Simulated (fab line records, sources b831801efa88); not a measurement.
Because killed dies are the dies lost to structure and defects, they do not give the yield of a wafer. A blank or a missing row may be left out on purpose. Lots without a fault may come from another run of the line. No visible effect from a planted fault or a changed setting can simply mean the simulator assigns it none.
Lot-split experiment -- flow sky130 -- 5 lots, 23 wafers read, on a route of 708 steps

== SPLIT DETAILS ==
At SKY_SONOS_ONO_COAT_08 (resist thk 1140 nm), the setting resist thk nm was moved away from the recipe's 1140 nm on 10 of the 23 wafers read, by -5.5% to -2.7%. All remaining wafers had this setting at the recipe value.

The reading comes from the split's own step.

== THE READING ==
NOVOLAK_of_SONOS_ONO_COAT_08.thk nm (the simulator's own value, which no gauge read), in nm, at SKY_SONOS_ONO_COAT_08 (resist thk 1140 nm). The file gives no usual value for it. Across the 13 wafers here that went through the recipe, the average is 1142 nm and the standard deviation 4.1 nm.

wafer,"tool, chamber at the split","resist thk nm as run, nm",against the recipe,"NOVOLAK_of_SONOS_ONO_COAT_08.thk nm, nm",against lot-mates on the recipe
L074.1,"litho track-01, 0",1106,-3.0%,1113,-33
L074.6,"litho track-01, 0",1106,-3.0%,1113,-33
L074.3,"litho track-01, 0",1140,recipe,1149,-
L074.4,"litho track-01, 0",1140,recipe,1144,-
L074.5,"litho track-01, 0",1140,recipe,1144,-
L076.1,"litho track-03, 0",1140,recipe,1139,-
L076.6,"litho track-03, 0",1140,recipe,1139,-
L076.2,"litho track-03, 0",1140,recipe,1137,-
L077.1,"litho track-03, 0",1140,recipe,1139,-
L077.3,"litho track-03, 0",1099,-3.6%,1098,-42
L077.4,"litho track-03, 0",1099,-3.6%,1100,-40
L077.5,"litho track-03, 0",1099,-3.6%,1101,-38
L077.6,"litho track-03, 0",1140,recipe,1140,-
L081.1,"litho track-04, 0",1140,recipe,1149,-
L081.2,"litho track-04, 0",1077,-5.5%,1084,-64
L081.4,"litho track-04, 0",1077,-5.5%,1084,-64
L081.3,"litho track-04, 0",1077,-5.5%,1085,-62
L081.6,"litho track-04, 0",1140,recipe,1146,-
L083.1,"litho track-01, 0",1140,recipe,1143,-
L083.2,"litho track-01, 0",1140,recipe,1138,-
L083.3,"litho track-01, 0",1140,recipe,1137,-
L083.4,"litho track-01, 0",1109,-2.7%,1110,-29
L083.6,"litho track-01, 0",1109,-2.7%,1108,-31

THE FIT
A straight line over all 23 wafers: NOVOLAK_of_SONOS_ONO_COAT_08.thk nm changes by +10.7 nm for each +1% of resist thk nm; r = +0.99; the points scatter about the line by 3.9 nm.
The same after taking each lot's own level away (the mean of its wafers on the recipe; 23 wafers): +11.3 nm for each +1%; r = +1.00; scatter 1.7 nm.
According to that fit, moving resist thk nm by its largest amount changes the reading by 62 nm.
Measured against the standard deviation above, the lots' own levels, which go from 1138.3 to 1147.5 nm, span 2.2 times it.
The two slopes are in agreement: the lot-to-lot level therefore moves the slope only a little.
Check: with one of the wafers moved furthest among these (-5.5%) left out of the fit, the line predicts -62 nm for it against its lot-mates. Against them it came out at -63.5 nm.

== ADDITIONAL SPLITS CARRIED BY THESE WAFERS ==
Note: prior to the reading, these wafers also went through further splits. Each is held against what the fit with the lots' levels taken away leaves over:
other split on the same wafers,wafers away from the commonest value,r with NOVOLAK_of_SONOS_ONO_COAT_08.thk nm (lot level and that fit taken away)
SKY_FIELD_ISO_COAT_08 resist thk nm,9,+0.05
SKY_DNWELL_COAT_02 spin rpm,10,-0.03
SKY_DNWELL_DEVELOP_06 develop time s,5,+0.08
SKY_NWELL_IMPLANT_24 energy kev,5,+0.03
SKY_VT_ADJUST_LVTN_IMPLANT_08 dose cm2,7,-0.04
SKY_VT_ADJUST_LVTN_SOFTBAKE_14 temp c,11,+0.17
SKY_VT_ADJUST_NCORE_DEVELOP_06 dev temp c,5,-0.32

== THE WHOLE CHAIN: every reading that the file lists as answering this split, in the file's order ==
step,what it does,reading,change (the file's fit),r (the file's)
SKY_SONOS_ONO_COAT_08,resist thk 1140 nm,"NOVOLAK_of_SONOS_ONO_COAT_08.thk nm (the simulator's own value, which no gauge read)",+11.3 nm for each +1% of the setting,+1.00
SKY_SONOS_ONO_STRIP_17,strips in O2/N2,strip time to endpoint s,withheld for each +1% of the setting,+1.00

== FILE'S OWN FIT ==
NOVOLAK_of_SONOS_ONO_COAT_08.thk nm changes by +11.3 nm for each +1% of resist thk nm, r = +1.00.
